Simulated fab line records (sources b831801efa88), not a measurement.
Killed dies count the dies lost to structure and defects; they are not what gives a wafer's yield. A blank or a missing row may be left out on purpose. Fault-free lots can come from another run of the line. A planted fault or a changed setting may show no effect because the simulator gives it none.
Matching of chambers || flow gf180mcu || GF_V5_CMP_04 on cmp-02: 4 sister chambers
The step polishes SiO2. 20 wafers are shown with their chamber, then 9 later ones without.

## WAFERS PAIRED WITH THEIR CHAMBERS
{"wafer": "L168.2", "chamber": 1, "motor-current-A (A)": 13.9}
{"wafer": "L168.3", "chamber": 2, "motor-current-A (A)": 12.5}
{"wafer": "L168.5", "chamber": 3, "motor-current-A (A)": 11.9}
{"wafer": "L170.1", "chamber": 1, "motor-current-A (A)": 14.4}
{"wafer": "L170.3", "chamber": 0, "motor-current-A (A)": 12.9}
{"wafer": "L170.4", "chamber": 3, "motor-current-A (A)": 11.8}
{"wafer": "L171.3", "chamber": 1, "motor-current-A (A)": 15.1}
{"wafer": "L171.5", "chamber": 1, "motor-current-A (A)": 13.9}
{"wafer": "L171.6", "chamber": 0, "motor-current-A (A)": 12.4}
{"wafer": "L172.1", "chamber": 1, "motor-current-A (A)": 14.6}
{"wafer": "L172.2", "chamber": 0, "motor-current-A (A)": 11.7}
{"wafer": "L172.3", "chamber": 2, "motor-current-A (A)": 12.7}
{"wafer": "L174.4", "chamber": 3, "motor-current-A (A)": 10.9}
{"wafer": "L174.5", "chamber": 3, "motor-current-A (A)": 11.1}
{"wafer": "L174.6", "chamber": 0, "motor-current-A (A)": 12.5}
{"wafer": "L181.5", "chamber": 3, "motor-current-A (A)": 11.2}
{"wafer": "L181.6", "chamber": 2, "motor-current-A (A)": 12.7}
{"wafer": "L185.1", "chamber": 2, "motor-current-A (A)": 12.8}
{"wafer": "L185.2", "chamber": 1, "motor-current-A (A)": 14.1}
{"wafer": "L185.3", "chamber": 0, "motor-current-A (A)": 12.2}

SIGNATURES (averages over the wafers above)
{"reading": "motor-current-A", "chamber 0": 12.340, "chamber 1": 14.333, "chamber 2": 12.675, "chamber 3": 11.380, "scatter within a chamber": 0.411}
Rule: a wafer's distance from a chamber is the root of the sum, over the readings, of the square of ((its reading less the chamber's mean) divided by the reading's scatter). The wafer belongs to the nearest chamber; if the next one is less than 2 further off, it can't be placed. The scatter: take each reading less its chamber's mean, square it, sum over the shown wafers, divide by the number of wafers less the number of chambers, and take the root.

## WAFERS WITHOUT THEIR CHAMBER
{"wafer": "L186.2", "motor-current-A (A)": 12.9}
{"wafer": "L186.3", "motor-current-A (A)": 10.6}
{"wafer": "L186.6", "motor-current-A (A)": 11.2}
{"wafer": "L188.2", "motor-current-A (A)": 14.5}
{"wafer": "L188.3", "motor-current-A (A)": 12.1}
{"wafer": "L188.4", "motor-current-A (A)": 13.2}
{"wafer": "L190.1", "motor-current-A (A)": 12.6}
{"wafer": "L190.3", "motor-current-A (A)": 10.9}
{"wafer": "L190.6", "motor-current-A (A)": 13.5}

## CHAMBER TAKEN BY EACH
{"wafer": "L186.2", "from the rows above": "can't be placed: 2 or 0", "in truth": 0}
{"wafer": "L186.3", "from the rows above": 3, "in truth": 3}
{"wafer": "L186.6", "from the rows above": 3, "in truth": 3}
{"wafer": "L188.2", "from the rows above": 1, "in truth": 1}
{"wafer": "L188.3", "from the rows above": "can't be placed: 0 or 2 or 3", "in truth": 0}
{"wafer": "L188.4", "from the rows above": "can't be placed: 2 or 0 or 1", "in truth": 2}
{"wafer": "L190.1", "from the rows above": "can't be placed: 2 or 0", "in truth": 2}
{"wafer": "L190.3", "from the rows above": 3, "in truth": 3}
{"wafer": "L190.6", "from the rows above": "can't be placed: 2 or 1 or 0", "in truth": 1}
4 of 9 placed correctly. Not placeable from these rows: 5 (in 5, the candidates include the true chamber). Number placed wrongly: 0.
